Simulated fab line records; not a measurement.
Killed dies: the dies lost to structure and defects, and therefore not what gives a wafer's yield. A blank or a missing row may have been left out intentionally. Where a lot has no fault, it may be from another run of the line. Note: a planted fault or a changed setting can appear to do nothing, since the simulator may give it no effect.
fab line records / flow gf180mcu
record lots=13 wafers=39 lastDay=34
route steps=602 shown V3@443 V4@476
lots that met no fault: from a run of the same line without faults
startH: start of the lot's first displayed wafer, in hours after the record's first day / waitH: hours from the lot's prior step to this one / " as in the row above / L1.1+2: one row covering several wafers at once / - value missing, or start not given / * or withheld: withheld / < > ~ a bound
route shown NAME@n: names a module that has steps shown in the file, with the first one's number in the route / usual: mean and standard deviation over wafers with no fault / same: alike in all rows / chamber/n: place in a boat / sites: the reading at each site / _std_site: standard deviation across them / _edge_site: mean of outer sites minus mean of inner sites / radiusMm: for every site, how far away it sits from the centre of the wafer / mask NAME#n: copy n / behind: the tool/chamber that last shaped the wafer / hold: why the lot went on hold/how many hours it stayed there/how the hold came to an end / device: the n, p or np transistor that did not switch / end of line: tests of these same wafers at the route's end / where a step has no rows: the recipe by itself / killed: dies lost to structure and defects at the first sort, not the wafer's yield / map: a wafer's dies, marking killed ones x, the rest . and places with no die _
set.NAME: the setting that was run; set.NAME@STEP: the one run at that earlier step / model.NAME: the simulator's own value behind a step, which no gauge read
one table for each step of the route and one row for each wafer, over a sample of lots
services: from which hour (startH, from the record's first day; less than 0 if before it) a tool's chamber was out of use, for how many hours, and why
## steps
# step GF_V3_CD_MEAS_14
# recipe targetCdNm=260
# usual cdNm=260.3/1.2
lot.wafer=L105.3 tool=cdSem-01 chamber=- startH=518.09 waitH=0.1 cdNm=261.9
lot.wafer=L105.4 tool=cdSem-01 chamber=- startH=518.09 waitH=0.1 cdNm=262.7
lot.wafer=L105.6 tool=cdSem-01 chamber=- startH=518.09 waitH=0.1 cdNm=261.6
lot.wafer=L106.1 tool=cdSem-01 chamber=- startH=527.70 waitH=0.1 cdNm=260.4
lot.wafer=L106.2 tool=cdSem-01 chamber=- startH=527.70 waitH=0.1 cdNm=261.3
lot.wafer=L106.3 tool=cdSem-01 chamber=- startH=527.70 waitH=0.1 cdNm=261.2
lot.wafer=L107.2 tool=cdSem-02 chamber=- startH=538.79 waitH=0.1 cdNm=258.1
lot.wafer=L107.5 tool=cdSem-02 chamber=- startH=538.79 waitH=0.1 cdNm=259.5
lot.wafer=L107.6 tool=cdSem-02 chamber=- startH=538.79 waitH=0.1 cdNm=259.2
lot.wafer=L108.2 tool=cdSem-02 chamber=- startH=541.62 waitH=0.1 cdNm=259.4
lot.wafer=L108.3 tool=cdSem-02 chamber=- startH=541.62 waitH=0.1 cdNm=259.9
lot.wafer=L108.5 tool=cdSem-02 chamber=- startH=541.62 waitH=0.1 cdNm=259.4
lot.wafer=L109.1 tool=cdSem-02 chamber=- startH=545.32 waitH=0.1 cdNm=260.5
lot.wafer=L109.3 tool=cdSem-02 chamber=- startH=545.32 waitH=0.1 cdNm=261.9
lot.wafer=L109.4 tool=cdSem-02 chamber=- startH=545.32 waitH=0.1 cdNm=261.8
lot.wafer=L112.1 tool=cdSem-02 chamber=- startH=577.00 waitH=0.1 cdNm=260.6
lot.wafer=L112.2 tool=cdSem-02 chamber=- startH=577.00 waitH=0.1 cdNm=260.6
lot.wafer=L112.6 tool=cdSem-02 chamber=- startH=577.00 waitH=0.1 cdNm=260.7
lot.wafer=L115.1 tool=cdSem-01 chamber=- startH=599.44 waitH=0.1 cdNm=260.3
lot.wafer=L115.4 tool=cdSem-01 chamber=- startH=599.44 waitH=0.1 cdNm=261.3
lot.wafer=L115.5 tool=cdSem-01 chamber=- startH=599.44 waitH=0.1 cdNm=259.9
lot.wafer=L117.1 tool=cdSem-01 chamber=- startH=615.82 waitH=0.1 cdNm=260.5
lot.wafer=L117.2 tool=cdSem-01 chamber=- startH=615.82 waitH=0.1 cdNm=261.7
lot.wafer=L117.6 tool=cdSem-01 chamber=- startH=615.82 waitH=0.1 cdNm=260.6
lot.wafer=L121.1 tool=cdSem-01 chamber=- startH=645.31 waitH=0.1 cdNm=261.0
lot.wafer=L121.4 tool=cdSem-01 chamber=- startH=645.31 waitH=0.1 cdNm=260.0
lot.wafer=L121.5 tool=cdSem-01 chamber=- startH=645.31 waitH=0.1 cdNm=261.3
lot.wafer=L122.1 tool=cdSem-01 chamber=- startH=654.29 waitH=0.1 cdNm=261.8
lot.wafer=L122.3 tool=cdSem-01 chamber=- startH=654.29 waitH=0.1 cdNm=262.1
lot.wafer=L122.6 tool=cdSem-01 chamber=- startH=654.29 waitH=0.1 cdNm=262.9
lot.wafer=L124.2 tool=cdSem-02 chamber=- startH=662.53 waitH=0.1 cdNm=260.1
lot.wafer=L124.3 tool=cdSem-02 chamber=- startH=662.53 waitH=0.1 cdNm=259.2
lot.wafer=L124.4 tool=cdSem-02 chamber=- startH=662.53 waitH=0.1 cdNm=259.0
lot.wafer=L127.2 tool=cdSem-01 chamber=- startH=684.21 waitH=0.1 cdNm=259.4
lot.wafer=L127.4 tool=cdSem-01 chamber=- startH=684.21 waitH=0.1 cdNm=258.7
lot.wafer=L127.5 tool=cdSem-01 chamber=- startH=684.21 waitH=0.1 cdNm=259.7
lot.wafer=L128.3 tool=cdSem-02 chamber=- startH=686.08 waitH=0.1 cdNm=259.5
lot.wafer=L128.4 tool=cdSem-02 chamber=- startH=686.08 waitH=0.1 cdNm=260.0
lot.wafer=L128.5 tool=cdSem-02 chamber=- startH=686.08 waitH=0.1 cdNm=260.0
# step GF_V3_SPUTTER_22
# recipe material=TiN targetThkNm=10 chamberPressurePa=5 powerW=4000 timeS=40
# usual throttleValvePct=30.1/1.1
lot.wafer=L105.3 tool=pvdSputter-04 chamber=- startH=519.36 waitH=0.0 throttleValvePct=28.9
lot.wafer=L105.4 tool=pvdSputter-04 chamber=- startH=519.36 waitH=0.0 throttleValvePct=30.1
lot.wafer=L105.6 tool=pvdSputter-04 chamber=- startH=519.36 waitH=0.0 throttleValvePct=28.7
lot.wafer=L106.1 tool=pvdSputter-03 chamber=- startH=528.58 waitH=0.0 throttleValvePct=29.4
lot.wafer=L106.2 tool=pvdSputter-03 chamber=- startH=528.58 waitH=0.0 throttleValvePct=29.3
lot.wafer=L106.3 tool=pvdSputter-03 chamber=- startH=528.58 waitH=0.0 throttleValvePct=32.0
lot.wafer=L107.2 tool=pvdSputter-01 chamber=- startH=539.65 waitH=0.0 throttleValvePct=29.0
lot.wafer=L107.5 tool=pvdSputter-01 chamber=- startH=539.65 waitH=0.0 throttleValvePct=29.3
lot.wafer=L107.6 tool=pvdSputter-01 chamber=- startH=539.65 waitH=0.0 throttleValvePct=31.6
lot.wafer=L108.2 tool=pvdSputter-01 chamber=- startH=542.47 waitH=0.0 throttleValvePct=31.7
lot.wafer=L108.3 tool=pvdSputter-01 chamber=- startH=542.47 waitH=0.0 throttleValvePct=29.6
lot.wafer=L108.5 tool=pvdSputter-01 chamber=- startH=542.47 waitH=0.0 throttleValvePct=29.3
lot.wafer=L109.1 tool=pvdSputter-04 chamber=- startH=546.26 waitH=0.0 throttleValvePct=29.5
lot.wafer=L109.3 tool=pvdSputter-04 chamber=- startH=546.26 waitH=0.0 throttleValvePct=30.3
lot.wafer=L109.4 tool=pvdSputter-04 chamber=- startH=546.26 waitH=0.0 throttleValvePct=28.6
lot.wafer=L112.1 tool=pvdSputter-03 chamber=- startH=577.88 waitH=0.0 throttleValvePct=31.8
lot.wafer=L112.2 tool=pvdSputter-03 chamber=- startH=577.88 waitH=0.0 throttleValvePct=31.7
lot.wafer=L112.6 tool=pvdSputter-03 chamber=- startH=577.88 waitH=0.0 throttleValvePct=31.8
lot.wafer=L115.1 tool=pvdSputter-03 chamber=- startH=600.32 waitH=0.0 throttleValvePct=29.5
lot.wafer=L115.4 tool=pvdSputter-03 chamber=- startH=600.32 waitH=0.0 throttleValvePct=31.8
lot.wafer=L115.5 tool=pvdSputter-03 chamber=- startH=600.32 waitH=0.0 throttleValvePct=29.3
lot.wafer=L117.1 tool=pvdSputter-04 chamber=- startH=616.70 waitH=0.0 throttleValvePct=30.1
lot.wafer=L117.2 tool=pvdSputter-04 chamber=- startH=616.70 waitH=0.0 throttleValvePct=31.8
lot.wafer=L117.6 tool=pvdSputter-04 chamber=- startH=616.70 waitH=0.0 throttleValvePct=29.6
lot.wafer=L121.1 tool=pvdSputter-01 chamber=- startH=646.26 waitH=0.0 throttleValvePct=29.0
lot.wafer=L121.4 tool=pvdSputter-01 chamber=- startH=646.26 waitH=0.0 throttleValvePct=29.0
lot.wafer=L121.5 tool=pvdSputter-01 chamber=- startH=646.26 waitH=0.0 throttleValvePct=29.6
lot.wafer=L122.1 tool=pvdSputter-01 chamber=- startH=655.20 waitH=0.0 throttleValvePct=29.4
lot.wafer=L122.3 tool=pvdSputter-01 chamber=- startH=655.20 waitH=0.0 throttleValvePct=31.6
lot.wafer=L122.6 tool=pvdSputter-01 chamber=- startH=655.20 waitH=0.0 throttleValvePct=29.1
lot.wafer=L124.2 tool=pvdSputter-04 chamber=- startH=663.42 waitH=0.0 throttleValvePct=31.7
lot.wafer=L124.3 tool=pvdSputter-04 chamber=- startH=663.42 waitH=0.0 throttleValvePct=28.9
lot.wafer=L124.4 tool=pvdSputter-04 chamber=- startH=663.42 waitH=0.0 throttleValvePct=29.9
lot.wafer=L127.2 tool=pvdSputter-04 chamber=- startH=685.07 waitH=0.0 throttleValvePct=28.7
lot.wafer=L127.4 tool=pvdSputter-04 chamber=- startH=685.07 waitH=0.0 throttleValvePct=30.2
lot.wafer=L127.5 tool=pvdSputter-04 chamber=- startH=685.07 waitH=0.0 throttleValvePct=28.9
lot.wafer=L128.3 tool=pvdSputter-01 chamber=- startH=686.93 waitH=0.0 throttleValvePct=28.9
lot.wafer=L128.4 tool=pvdSputter-01 chamber=- startH=686.93 waitH=0.0 throttleValvePct=29.1
lot.wafer=L128.5 tool=pvdSputter-01 chamber=- startH=686.93 waitH=0.0 throttleValvePct=29.4
# step GF_V4_CVD_00
# recipe material=SiO2 targetThkNm=600 sigmaOpenFrac=0.3 tempC=400 timeS=100 sih4FlowSccm=60 pressureMtorr=6
# usual sih4FlowSccm=60.01/0.16
lot.wafer=L105.3 tool=hdpcvd-02 chamber=2 startH=543.82 waitH=0.0 sih4FlowSccm=59.97
lot.wafer=L105.4 tool=hdpcvd-02 chamber=0 startH=543.82 waitH=0.0 sih4FlowSccm=60.18
lot.wafer=L105.6 tool=hdpcvd-02 chamber=1 startH=543.82 waitH=0.0 sih4FlowSccm=60.18
lot.wafer=L106.1 tool=hdpcvd-02 chamber=1 startH=552.97 waitH=0.0 sih4FlowSccm=60.07
lot.wafer=L106.2 tool=hdpcvd-02 chamber=0 startH=552.97 waitH=0.0 sih4FlowSccm=59.86
lot.wafer=L106.3 tool=hdpcvd-02 chamber=2 startH=552.97 waitH=0.0 sih4FlowSccm=60.08
lot.wafer=L107.2 tool=hdpcvd-02 chamber=2 startH=563.48 waitH=0.0 sih4FlowSccm=59.61
lot.wafer=L107.5 tool=hdpcvd-02 chamber=1 startH=563.48 waitH=0.0 sih4FlowSccm=60.00
lot.wafer=L107.6 tool=hdpcvd-02 chamber=2 startH=563.48 waitH=0.0 sih4FlowSccm=60.14
lot.wafer=L108.2 tool=hdpcvd-01 chamber=2 startH=566.02 waitH=0.0 sih4FlowSccm=60.08
lot.wafer=L108.3 tool=hdpcvd-01 chamber=1 startH=566.02 waitH=0.0 sih4FlowSccm=60.03
lot.wafer=L108.5 tool=hdpcvd-01 chamber=1 startH=566.02 waitH=0.0 sih4FlowSccm=59.99
lot.wafer=L109.1 tool=hdpcvd-02 chamber=2 startH=570.29 waitH=0.0 sih4FlowSccm=59.95
lot.wafer=L109.3 tool=hdpcvd-02 chamber=1 startH=570.29 waitH=0.0 sih4FlowSccm=59.86
lot.wafer=L109.4 tool=hdpcvd-02 chamber=0 startH=570.29 waitH=0.0 sih4FlowSccm=60.29
lot.wafer=L112.1 tool=hdpcvd-01 chamber=0 startH=600.84 waitH=0.0 sih4FlowSccm=60.31
lot.wafer=L112.2 tool=hdpcvd-01 chamber=1 startH=600.84 waitH=0.0 sih4FlowSccm=59.96
lot.wafer=L112.6 tool=hdpcvd-01 chamber=0 startH=600.84 waitH=0.0 sih4FlowSccm=60.20
lot.wafer=L115.1 tool=hdpcvd-02 chamber=0 startH=623.25 waitH=0.0 sih4FlowSccm=29.67
lot.wafer=L115.4 tool=hdpcvd-02 chamber=0 startH=623.25 waitH=0.0 sih4FlowSccm=29.68
lot.wafer=L115.5 tool=hdpcvd-02 chamber=1 startH=623.25 waitH=0.0 sih4FlowSccm=60.13
lot.wafer=L117.1 tool=hdpcvd-02 chamber=1 startH=638.45 waitH=0.0 sih4FlowSccm=59.69
lot.wafer=L117.2 tool=hdpcvd-02 chamber=0 startH=638.45 waitH=0.0 sih4FlowSccm=30.03
lot.wafer=L117.6 tool=hdpcvd-02 chamber=2 startH=638.45 waitH=0.0 sih4FlowSccm=59.91
lot.wafer=L121.1 tool=hdpcvd-01 chamber=0 startH=666.99 waitH=0.0 sih4FlowSccm=60.11
lot.wafer=L121.4 tool=hdpcvd-01 chamber=0 startH=666.99 waitH=0.0 sih4FlowSccm=60.05
lot.wafer=L121.5 tool=hdpcvd-01 chamber=1 startH=666.99 waitH=0.0 sih4FlowSccm=59.81
lot.wafer=L122.1 tool=hdpcvd-01 chamber=1 startH=675.64 waitH=0.0 sih4FlowSccm=59.86
lot.wafer=L122.3 tool=hdpcvd-01 chamber=0 startH=675.64 waitH=0.0 sih4FlowSccm=60.23
lot.wafer=L122.6 tool=hdpcvd-01 chamber=2 startH=675.64 waitH=0.0 sih4FlowSccm=59.95
lot.wafer=L124.2 tool=hdpcvd-01 chamber=1 startH=683.63 waitH=0.0 sih4FlowSccm=60.09
lot.wafer=L124.3 tool=hdpcvd-01 chamber=0 startH=683.63 waitH=0.0 sih4FlowSccm=59.98
lot.wafer=L124.4 tool=hdpcvd-01 chamber=1 startH=683.63 waitH=0.0 sih4FlowSccm=60.03
lot.wafer=L127.2 tool=hdpcvd-01 chamber=1 startH=705.95 waitH=0.0 sih4FlowSccm=60.07
lot.wafer=L127.4 tool=hdpcvd-01 chamber=2 startH=705.95 waitH=0.0 sih4FlowSccm=59.91
lot.wafer=L127.5 tool=hdpcvd-01 chamber=0 startH=705.95 waitH=0.0 sih4FlowSccm=59.93
lot.wafer=L128.3 tool=hdpcvd-01 chamber=0 startH=706.99 waitH=0.0 sih4FlowSccm=60.07
lot.wafer=L128.4 tool=hdpcvd-01 chamber=0 startH=706.99 waitH=0.0 sih4FlowSccm=60.10
lot.wafer=L128.5 tool=hdpcvd-01 chamber=2 startH=706.99 waitH=0.0 sih4FlowSccm=59.93
# step GF_V4_THK_MEAS_01
# recipe reads=SiO2_of_V4_CVD_00
# usual V4_CVD_00_THK=600/6.4
lot.wafer=L105.3 tool=filmMetro-03 chamber=- startH=543.91 waitH=0.1 hold=- V4_CVD_00_THK[nm]=599
lot.wafer=L105.4 tool=filmMetro-03 chamber=- startH=543.91 waitH=0.1 hold=- V4_CVD_00_THK[nm]=608
lot.wafer=L105.6 tool=filmMetro-03 chamber=- startH=543.91 waitH=0.1 hold=- V4_CVD_00_THK[nm]=601
lot.wafer=L106.1 tool=filmMetro-02 chamber=- startH=553.04 waitH=0.0 hold=- V4_CVD_00_THK[nm]=600
lot.wafer=L106.2 tool=filmMetro-02 chamber=- startH=553.04 waitH=0.0 hold=- V4_CVD_00_THK[nm]=604
lot.wafer=L106.3 tool=filmMetro-02 chamber=- startH=553.04 waitH=0.0 hold=- V4_CVD_00_THK[nm]=596
lot.wafer=L107.2 tool=filmMetro-01 chamber=- startH=563.56 waitH=0.0 hold=- V4_CVD_00_THK[nm]=596
lot.wafer=L107.5 tool=filmMetro-01 chamber=- startH=563.56 waitH=0.0 hold=- V4_CVD_00_THK[nm]=596
lot.wafer=L107.6 tool=filmMetro-01 chamber=- startH=563.56 waitH=0.0 hold=- V4_CVD_00_THK[nm]=602
lot.wafer=L108.2 tool=filmMetro-03 chamber=- startH=566.10 waitH=0.0 hold=- V4_CVD_00_THK[nm]=598
lot.wafer=L108.3 tool=filmMetro-03 chamber=- startH=566.10 waitH=0.0 hold=- V4_CVD_00_THK[nm]=600
lot.wafer=L108.5 tool=filmMetro-03 chamber=- startH=566.10 waitH=0.0 hold=- V4_CVD_00_THK[nm]=599
lot.wafer=L109.1 tool=filmMetro-02 chamber=- startH=570.37 waitH=0.0 hold=- V4_CVD_00_THK[nm]=603
lot.wafer=L109.3 tool=filmMetro-02 chamber=- startH=570.37 waitH=0.0 hold=- V4_CVD_00_THK[nm]=593
lot.wafer=L109.4 tool=filmMetro-02 chamber=- startH=570.37 waitH=0.0 hold=- V4_CVD_00_THK[nm]=611
lot.wafer=L112.1 tool=filmMetro-02 chamber=- startH=600.91 waitH=0.0 hold=- V4_CVD_00_THK[nm]=600
lot.wafer=L112.2 tool=filmMetro-02 chamber=- startH=600.91 waitH=0.0 hold=- V4_CVD_00_THK[nm]=601
lot.wafer=L112.6 tool=filmMetro-02 chamber=- startH=600.91 waitH=0.0 hold=- V4_CVD_00_THK[nm]=615
lot.wafer=L115.1 tool=filmMetro-03 chamber=- startH=623.32 waitH=0.0 hold=awaitDispo/0.2h/release V4_CVD_00_THK[nm]=307
lot.wafer=L115.4 tool=filmMetro-03 chamber=- startH=623.32 waitH=0.0 hold=awaitDispo/0.2h/release V4_CVD_00_THK[nm]=305
lot.wafer=L115.5 tool=filmMetro-03 chamber=- startH=623.32 waitH=0.0 hold=awaitDispo/0.2h/release V4_CVD_00_THK[nm]=596
lot.wafer=L115.1 tool=filmMetro-03 chamber=- startH=623.54 waitH=0.2 hold=- V4_CVD_00_THK[nm]=307
lot.wafer=L115.4 tool=filmMetro-03 chamber=- startH=623.54 waitH=0.2 hold=- V4_CVD_00_THK[nm]=305
lot.wafer=L115.5 tool=filmMetro-03 chamber=- startH=623.54 waitH=0.2 hold=- V4_CVD_00_THK[nm]=597
lot.wafer=L117.1 tool=filmMetro-01 chamber=- startH=638.52 waitH=0.0 hold=awaitDispo/0.2h/release V4_CVD_00_THK[nm]=594
lot.wafer=L117.2 tool=filmMetro-01 chamber=- startH=638.52 waitH=0.0 hold=awaitDispo/0.2h/release V4_CVD_00_THK[nm]=312
lot.wafer=L117.6 tool=filmMetro-01 chamber=- startH=638.52 waitH=0.0 hold=awaitDispo/0.2h/release V4_CVD_00_THK[nm]=599
lot.wafer=L117.1 tool=filmMetro-01 chamber=- startH=638.74 waitH=0.2 hold=- V4_CVD_00_THK[nm]=594
lot.wafer=L117.2 tool=filmMetro-01 chamber=- startH=638.74 waitH=0.2 hold=- V4_CVD_00_THK[nm]=313
lot.wafer=L117.6 tool=filmMetro-01 chamber=- startH=638.74 waitH=0.2 hold=- V4_CVD_00_THK[nm]=599
lot.wafer=L121.1 tool=filmMetro-03 chamber=- startH=667.06 waitH=0.0 hold=- V4_CVD_00_THK[nm]=591
lot.wafer=L121.4 tool=filmMetro-03 chamber=- startH=667.06 waitH=0.0 hold=- V4_CVD_00_THK[nm]=592
lot.wafer=L121.5 tool=filmMetro-03 chamber=- startH=667.06 waitH=0.0 hold=- V4_CVD_00_THK[nm]=588
lot.wafer=L122.1 tool=filmMetro-02 chamber=- startH=675.71 waitH=0.0 hold=- V4_CVD_00_THK[nm]=587
lot.wafer=L122.3 tool=filmMetro-02 chamber=- startH=675.71 waitH=0.0 hold=- V4_CVD_00_THK[nm]=594
lot.wafer=L122.6 tool=filmMetro-02 chamber=- startH=675.71 waitH=0.0 hold=- V4_CVD_00_THK[nm]=586
lot.wafer=L124.2 tool=filmMetro-03 chamber=- startH=683.71 waitH=0.0 hold=- V4_CVD_00_THK[nm]=595
lot.wafer=L124.3 tool=filmMetro-03 chamber=- startH=683.71 waitH=0.0 hold=- V4_CVD_00_THK[nm]=601
lot.wafer=L124.4 tool=filmMetro-03 chamber=- startH=683.71 waitH=0.0 hold=- V4_CVD_00_THK[nm]=600
lot.wafer=L127.2 tool=filmMetro-03 chamber=- startH=706.03 waitH=0.0 hold=- V4_CVD_00_THK[nm]=601
lot.wafer=L127.4 tool=filmMetro-03 chamber=- startH=706.03 waitH=0.0 hold=- V4_CVD_00_THK[nm]=595
lot.wafer=L127.5 tool=filmMetro-03 chamber=- startH=706.03 waitH=0.0 hold=- V4_CVD_00_THK[nm]=607
lot.wafer=L128.3 tool=filmMetro-03 chamber=- startH=707.09 waitH=0.1 hold=- V4_CVD_00_THK[nm]=604
lot.wafer=L128.4 tool=filmMetro-03 chamber=- startH=707.09 waitH=0.1 hold=- V4_CVD_00_THK[nm]=595
lot.wafer=L128.5 tool=filmMetro-03 chamber=- startH=707.09 waitH=0.1 hold=- V4_CVD_00_THK[nm]=594
# step GF_V4_BOW_MEAS_05
# recipe mode=bow
# usual V4_BOW=131/9.3
lot.wafer=L105.3 tool=filmMetro-01 chamber=- startH=544.42 waitH=0.3 V4_BOW[um]=133
lot.wafer=L105.4 tool=filmMetro-01 chamber=- startH=544.42 waitH=0.3 V4_BOW[um]=139
lot.wafer=L105.6 tool=filmMetro-01 chamber=- startH=544.42 waitH=0.3 V4_BOW[um]=145
lot.wafer=L106.1 tool=filmMetro-02 chamber=- startH=553.53 waitH=0.1 V4_BOW[um]=131
lot.wafer=L106.2 tool=filmMetro-02 chamber=- startH=553.53 waitH=0.1 V4_BOW[um]=112
lot.wafer=L106.3 tool=filmMetro-02 chamber=- startH=553.53 waitH=0.1 V4_BOW[um]=127
lot.wafer=L107.2 tool=filmMetro-01 chamber=- startH=564.06 waitH=0.3 V4_BOW[um]=121
lot.wafer=L107.5 tool=filmMetro-01 chamber=- startH=564.06 waitH=0.3 V4_BOW[um]=129
lot.wafer=L107.6 tool=filmMetro-01 chamber=- startH=564.06 waitH=0.3 V4_BOW[um]=136
lot.wafer=L108.2 tool=filmMetro-02 chamber=- startH=566.60 waitH=0.1 V4_BOW[um]=147
lot.wafer=L108.3 tool=filmMetro-02 chamber=- startH=566.60 waitH=0.1 V4_BOW[um]=140
lot.wafer=L108.5 tool=filmMetro-02 chamber=- startH=566.60 waitH=0.1 V4_BOW[um]=133
lot.wafer=L109.1 tool=filmMetro-03 chamber=- startH=570.86 waitH=0.2 V4_BOW[um]=143
lot.wafer=L109.3 tool=filmMetro-03 chamber=- startH=570.86 waitH=0.2 V4_BOW[um]=145
lot.wafer=L109.4 tool=filmMetro-03 chamber=- startH=570.86 waitH=0.2 V4_BOW[um]=138
lot.wafer=L112.1 tool=filmMetro-01 chamber=- startH=601.40 waitH=0.1 V4_BOW[um]=131
lot.wafer=L112.2 tool=filmMetro-01 chamber=- startH=601.40 waitH=0.1 V4_BOW[um]=136
lot.wafer=L112.6 tool=filmMetro-01 chamber=- startH=601.40 waitH=0.1 V4_BOW[um]=135
lot.wafer=L115.1 tool=filmMetro-02 chamber=- startH=628.25 waitH=0.3 V4_BOW[um]=123
lot.wafer=L115.4 tool=filmMetro-02 chamber=- startH=628.25 waitH=0.3 V4_BOW[um]=113
lot.wafer=L115.5 tool=filmMetro-02 chamber=- startH=628.25 waitH=0.3 V4_BOW[um]=116
lot.wafer=L117.1 tool=filmMetro-01 chamber=- startH=645.54 waitH=0.2 V4_BOW[um]=130
lot.wafer=L117.2 tool=filmMetro-01 chamber=- startH=645.54 waitH=0.2 V4_BOW[um]=119
lot.wafer=L117.6 tool=filmMetro-01 chamber=- startH=645.54 waitH=0.2 V4_BOW[um]=131
lot.wafer=L121.1 tool=filmMetro-03 chamber=- startH=667.59 waitH=0.2 V4_BOW[um]=127
lot.wafer=L121.4 tool=filmMetro-03 chamber=- startH=667.59 waitH=0.2 V4_BOW[um]=123
lot.wafer=L121.5 tool=filmMetro-03 chamber=- startH=667.59 waitH=0.2 V4_BOW[um]=134
lot.wafer=L122.1 tool=filmMetro-01 chamber=- startH=676.20 waitH=0.2 V4_BOW[um]=119
lot.wafer=L122.3 tool=filmMetro-01 chamber=- startH=676.20 waitH=0.2 V4_BOW[um]=135
lot.wafer=L122.6 tool=filmMetro-01 chamber=- startH=676.20 waitH=0.2 V4_BOW[um]=125
lot.wafer=L124.2 tool=filmMetro-03 chamber=- startH=684.21 waitH=0.1 V4_BOW[um]=127
lot.wafer=L124.3 tool=filmMetro-03 chamber=- startH=684.21 waitH=0.1 V4_BOW[um]=129
lot.wafer=L124.4 tool=filmMetro-03 chamber=- startH=684.21 waitH=0.1 V4_BOW[um]=132
lot.wafer=L127.2 tool=filmMetro-01 chamber=- startH=706.53 waitH=0.2 V4_BOW[um]=130
lot.wafer=L127.4 tool=filmMetro-01 chamber=- startH=706.53 waitH=0.2 V4_BOW[um]=133
lot.wafer=L127.5 tool=filmMetro-01 chamber=- startH=706.53 waitH=0.2 V4_BOW[um]=134
lot.wafer=L128.3 tool=filmMetro-03 chamber=- startH=707.69 waitH=0.2 V4_BOW[um]=145
lot.wafer=L128.4 tool=filmMetro-03 chamber=- startH=707.69 waitH=0.2 V4_BOW[um]=142
lot.wafer=L128.5 tool=filmMetro-03 chamber=- startH=707.69 waitH=0.2 V4_BOW[um]=146
## services
tool=hdpcvd-01 chamber=- startH=539.25 hours=15.0 kind=pm
tool=hdpcvd-01 chamber=0 startH=539.25 hours=15.0 kind=ventCycle
tool=hdpcvd-01 chamber=1 startH=539.25 hours=15.0 kind=ventCycle
tool=hdpcvd-01 chamber=2 startH=539.25 hours=15.0 kind=ventCycle
tool=hdpcvd-01 chamber=0 startH=554.25 hours=- kind=clean
tool=hdpcvd-01 chamber=1 startH=554.25 hours=- kind=clean
tool=hdpcvd-01 chamber=2 startH=554.25 hours=- kind=clean
tool=pvdSputter-04 chamber=- startH=554.55 hours=1.0 kind=repair
tool=hdpcvd-01 chamber=- startH=565.18 hours=0.4 kind=repair
tool=hdpcvd-01 chamber=- startH=580.46 hours=0.8 kind=pm
tool=pvdSputter-04 chamber=- startH=591.34 hours=6.8 kind=repair
tool=hdpcvd-02 chamber=- startH=626.94 hours=5.5 kind=pm
tool=pvdSputter-01 chamber=3 startH=639.15 hours=- kind=consumableReplace:kit
tool=pvdSputter-01 chamber=3 startH=639.15 hours=18.0 kind=scheduledDown
tool=pvdSputter-01 chamber=3 startH=639.15 hours=18.0 kind=ventCycle
tool=pvdSputter-04 chamber=3 startH=642.09 hours=- kind=consumableReplace:kit
tool=pvdSputter-04 chamber=3 startH=642.09 hours=18.0 kind=scheduledDown
tool=pvdSputter-04 chamber=3 startH=642.09 hours=18.0 kind=ventCycle
tool=hdpcvd-01 chamber=- startH=649.59 hours=4.3 kind=pm
tool=pvdSputter-04 chamber=- startH=674.35 hours=1.9 kind=repair
## key
firstSign step=GF_V4_CVD_00 reading=sih4FlowSccm direction=down sigmas=99+ usual=60.01 struck=29.79
effect step=GF_V4_THK_MEAS_01 reading=visit direction=added
effect step=GF_V4_THK_MEAS_01 reading=V4_CVD_00_THK direction=down sigmas=46 usual=600 struck=308
metAt GF_V4_CVD_00
struckLots L115,L117
struckWafers L115.1,L115.4,L117.2
notActingAt GF_V3_CD_MEAS_14,GF_V3_SPUTTER_22,GF_V4_BOW_MEAS_05
onsetBetween 570.29 623.25
fault kind=processParameterDrift tool=hdpcvd-02 chamber=0 onsetH=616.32 steps=GF_V4_CVD_00 channel=sih4FlowSccm offset=-30 shape=step endH=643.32 actsIn=theseRecipesOnly stated=60
